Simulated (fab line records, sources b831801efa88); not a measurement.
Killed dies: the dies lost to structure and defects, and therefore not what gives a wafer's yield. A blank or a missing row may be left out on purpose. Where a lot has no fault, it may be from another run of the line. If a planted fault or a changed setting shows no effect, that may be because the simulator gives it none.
Struck lot and sound lot, side by side	flow gf180mcu	35 out of 602 route steps
Sound: these wafers, L233.2, L233.4, L233.5. Wafers L238.1, L238.5 were the ones struck. At the end, the cause is stated.
Per side, at each step with rows, come the tool, then ch with its chambers, and then its first start. Under that, the readings that differ: sound wafers	struck wafers	difference of the means	sigmas: that difference in standard deviations of wafers without a fault.
alike: words and numbers the same on both sides, and readings whose means are apart by under 2 such deviations; not compared: readings that were withheld, readings missing a value for some wafer, numbers with overlapping values and no deviation given by the record, and bounds like >300 which may hide the same value.
The two part at a step that has a row with sigmas, a row that says differs or no value, or rows on one side only. Numbers that have no deviation but don't overlap get no sigmas and don't part them. Lack of a reading on every wafer of one side parts them only where that side has two or more wafers.

first, 2 steps without rows for these wafers: GF_M4_PEB_12 (peb time 90 s); GF_M4_DEVELOP_13 (develop time 60 s).
GF_M4_CD_MEAS_14 targets a cd of 280 nm.
  sound: cd_sem-02 at day 24 01:33; struck: cd_sem-02 at day 24 17:14
reading	sound	struck	difference	sigmas
cd_nm (nm)	281.6 281.4 282.0	278.7 278.1	-3.3	-3
GF_M4_OVL_MEAS_15:
  sound: overlay-02 at day 24 01:39; struck: overlay-02 at day 24 17:22
  alike: M4_OVL
GF_M4_METAL_ETCH_16: etches the open film in Cl2/BCl3, stops on SiO2, target depth 750.8 nm, time 125.1 s.
  sound on rie_metal-04 ch 0, day 24 01:41; struck on rie_metal-02 ch 1, day 24 17:23
  alike: drypump_motor_current_A, oes_product_au, throttle_valve_pct
  not compared: rf_hours_counter_h
GF_M4_STRIP_17: strips in O2/N2.
  sound on plasma_asher-01 ch 0,1, day 24 01:49; struck on plasma_asher-03 ch 1, day 24 17:31
reading	sound	struck	difference	sigmas
heater_power_w (W)	308 314 289	358 337	+44	+2
  alike: drypump_motor_current_A, oes_product_au, strip_time_to_endpoint_s
  not compared: rf_hours_counter_h
then, 3 steps without rows for these wafers: GF_M4_STRIP_18 (strips in post etch residue remover, time 1200 s); GF_M4_CLEAN_19 (cleans in DIW); GF_V4_CVD_00 (deposits SiO2, target thk 600 nm, time 100 s).
GF_V4_THK_MEAS_01:
  sound: film_metro-02 at day 24 02:26; struck: film_metro-02 at day 24 18:08
  alike: V4_CVD_00_THK
GF_V4_CVD_02: deposits SiO2 from TEOS, target thk 850 nm, time 94.851 s.
  sound on pecvd-01 ch 0,1,2, day 24 02:29; struck on pecvd-01 ch 0,2, day 24 18:11
  alike: heater_power_w
GF_V4_THK_MEAS_03:
  sound: film_metro-01 at day 24 02:34; struck: film_metro-01 at day 24 18:16
  alike: V4_CVD_02_THK
GF_V4_CMP_04: polishes SiO2.
  sound on cmp-02 ch 0,2,3, day 24 02:37; struck on cmp-02 ch 2,3, day 24 18:28
reading	sound	struck	difference	sigmas
time_to_endpoint_s (s)	75 77 66	45 48	-26	-4
model.SiO2_of_V4_CVD_02.thk_nm (nm)	632 634 632.7	694.6 694.7	+61.8	
  alike: motor_current_A
GF_V4_BOW_MEAS_05:
  sound: film_metro-01 at day 24 02:56; struck: film_metro-01 at day 24 18:55
reading	sound	struck	difference	sigmas
V4_BOW (um)	124 139 130	- -	no value on the struck wafers	
  not compared: hold
then, 7 steps without rows for these wafers: GF_V4_HMDS_07 (prime time 60 s); GF_V4_COAT_08; GF_V4_COAT_09 (resist thk 1000 nm); GF_V4_SOFTBAKE_10 (time 60 s); GF_V4_EXPOSE_11 (exposes mask Via4, target cd 260 nm); GF_V4_PEB_12 (peb time 90 s); GF_V4_DEVELOP_13 (develop time 60 s).
GF_V4_CD_MEAS_14 targets a cd of 260 nm.
  sound: cd_sem-01 at day 25 01:27; struck: cd_sem-02 at day 25 16:29
  alike: cd_nm
GF_V4_OVL_MEAS_15:
  sound: overlay-01 at day 25 01:33; struck: overlay-02 at day 25 16:36
  alike: V4_OVL
GF_V4_ETCH_16: etches BARC in N2/H2.
  sound on rie_diel-03 ch 0,2, day 25 01:35; struck on rie_diel-03 ch 1,3, day 25 16:38
  alike: drypump_motor_current_A, oes_product_au, throttle_valve_pct
GF_V4_ETCH_17: etches SiO2 in C4F8/O2/Ar, stops on TiN, target depth 630 nm.
  sound on rie_diel-03 ch 0,2; struck on rie_diel-03 ch 1,3
reading	sound	struck	difference	sigmas
oes_product_au (a.u.)	0.859 0.853 0.853	0.898 0.899	+0.044	+10
model.etch.depth_nm (nm)	632 634 632.7	694.6 694.7	+61.8	
model.V4.feature_depth_nm (nm)	632 634 632.7	694.6 694.7	+61.8	
GF_V4_STRIP_18: strips in O2/N2.
  sound on plasma_asher-01 ch 0,1, day 25 01:43; struck on plasma_asher-04 ch 1, day 25 16:46
  alike: drypump_motor_current_A, heater_power_w, oes_product_au
  not compared: rf_hours_counter_h
then, 5 steps without rows for these wafers: GF_V4_STRIP_19 (strips in post etch residue remover, time 1200 s); GF_V4_CLEAN_20 (cleans in DIW); GF_V4_SPUTTER_21 (material Ti, target thk 15 nm, time 80.02 s); GF_V4_SPUTTER_22 (material TiN, target thk 10 nm, time 40 s); GF_V4_CVD_23 (deposits W, target thk 350 nm, time 104.9 s).
GF_V4_RS_MEAS_24: a four-point-probe measurement.
  sound: film_metro-01 at day 25 02:29; struck: film_metro-01 at day 25 17:31
  alike: V4_W_RS
GF_V4_THK_MEAS_25: measures by xrf.
  sound: film_metro-01 at day 25 02:35; struck: film_metro-01 at day 25 17:38
  alike: V4_W_THK
GF_V4_CMP_26: polishes, stops on SiO2, t overpolish 15 s, target thk 0 nm.
  sound on cmp-02 ch 2,3, day 25 02:38; struck on cmp-01 ch 0,3, day 25 17:45
reading	sound	struck	difference	sigmas
model.SiO2_of_V4_CVD_02.thk_nm (nm)	628.3 630.2 628.9	690.8 690.9	+61.7	
  alike: motor_current_A
then, 1 step without rows for these wafers: GF_MIM_SPUTTER_00 (material Ti, target thk 37.5 nm, time 150 s).

## WHERE THEY PART
Earliest at GF_M4_CD_MEAS_14; latest, in this record, at GF_V4_ETCH_17. Later steps at which nothing parts them and some readings are alike: GF_V4_STRIP_18, GF_V4_RS_MEAS_24, GF_V4_THK_MEAS_25, GF_V4_CMP_26.

WHY: what had been put in by the simulator
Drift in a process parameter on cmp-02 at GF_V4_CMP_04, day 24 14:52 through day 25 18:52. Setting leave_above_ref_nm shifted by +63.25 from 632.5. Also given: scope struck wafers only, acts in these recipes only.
